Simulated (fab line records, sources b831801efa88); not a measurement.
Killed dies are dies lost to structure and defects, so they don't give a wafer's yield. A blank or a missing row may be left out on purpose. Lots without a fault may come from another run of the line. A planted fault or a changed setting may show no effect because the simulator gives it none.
One fault seen from 2 desks | flow gf180mcu | each desk has only its own numbers; what lay behind them comes last

THE TOOL OWNER'S DESK: implanter-01
The tool's own readings at GF_VT_IMPLANT_IMPLANT_41: means of the sampled wafers that have a number, for each lot that ran on this tool. A lot is out of limits, marked OUT, if its mean lies more than 4 standard deviations from the usual mean; the brackets give that distance.
Columns: A = beam_energy_keV at GF_VT_IMPLANT_IMPLANT_41, usual 70.003
lot  | first seen here | A
L155 | day 7 19:20     | 70.030
L168 | day 11 12:37    | 79.469 (+99 or more) OUT
L169 | day 11 19:14    | 79.457 (+99 or more) OUT
This desk's finding: out of limits on L168, L169; first on L168, day 11 12:37 (beam_energy_keV at GF_VT_IMPLANT_IMPLANT_41). In limits: L155.

THE METROLOGY DESK
What the gauges read, lot by lot, whatever tool the lot ran on: means of the sampled wafers that have a number. A lot is out of limits, marked OUT, if its mean lies more than 4 standard deviations from the usual mean; the brackets give that distance.
Columns: A = VT_IMPLANT_4_TW at GF_VT_IMPLANT_TW_MEAS_43, usual 694; B = V4_BOW at GF_V4_BOW_MEAS_05, usual 137 um; C = cd_nm at GF_V4_CD_MEAS_14, usual 259.5 nm
lot  | first seen here | A              | B   | C
L154 | day 7 12:11     | 683            | 138 | 260.0
L155 | day 7 19:35     | 699            | 136 | 260.8
L157 | day 8 08:55     | 698            | 150 | 259.0
L158 | day 8 14:35     | 693            | 138 | 258.6
L159 | day 8 20:50     | 699            | 141 | 259.7
L160 | day 9 04:44     | 697            | 148 | 261.0
L163 | day 10 02:57    | 696            | 137 | 260.4
L164 | day 10 09:15    | 692            | 125 | 259.9
L168 | day 11 12:50    | 721 (+4.2) OUT | 148 | 260.1
L169 | day 11 19:29    | 720            | 133 | 259.0
L171 | day 12 06:47    | 698            | 139 | 259.2
L172 | day 12 20:05    | 695            | 141 | 260.3
L174 | day 13 02:00    | 692            | 124 | 260.7
This desk's finding: out of limits on L168; first on L168, day 11 12:50 (VT_IMPLANT_4_TW at GF_VT_IMPLANT_TW_MEAS_43). In limits: L154, L155, L157, L158, L159, L160, L163, L164, L169, L171, L172, L174.

PUT TOGETHER
The tool owner's desk could have raised an alarm at day 11 12:37, on L168, L169.
The metrology desk could have raised an alarm at day 11 12:50, on L168.
The metrology desk has L169 on record, within its limits.
Of the lots named, all ran GF_VT_IMPLANT_IMPLANT_41 on implanter-01.

WHAT THE SIMULATOR HAD PUT IN
Process parameter drift: implanter-01, from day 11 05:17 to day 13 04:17, at GF_VT_IMPLANT_IMPLANT_41. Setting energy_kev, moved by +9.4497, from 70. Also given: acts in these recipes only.
Lots struck among those shown: L168, L169.
Hours from the fault's start to each desk's first reading out of limits: the tool owner's desk, 7; the metrology desk, 8.
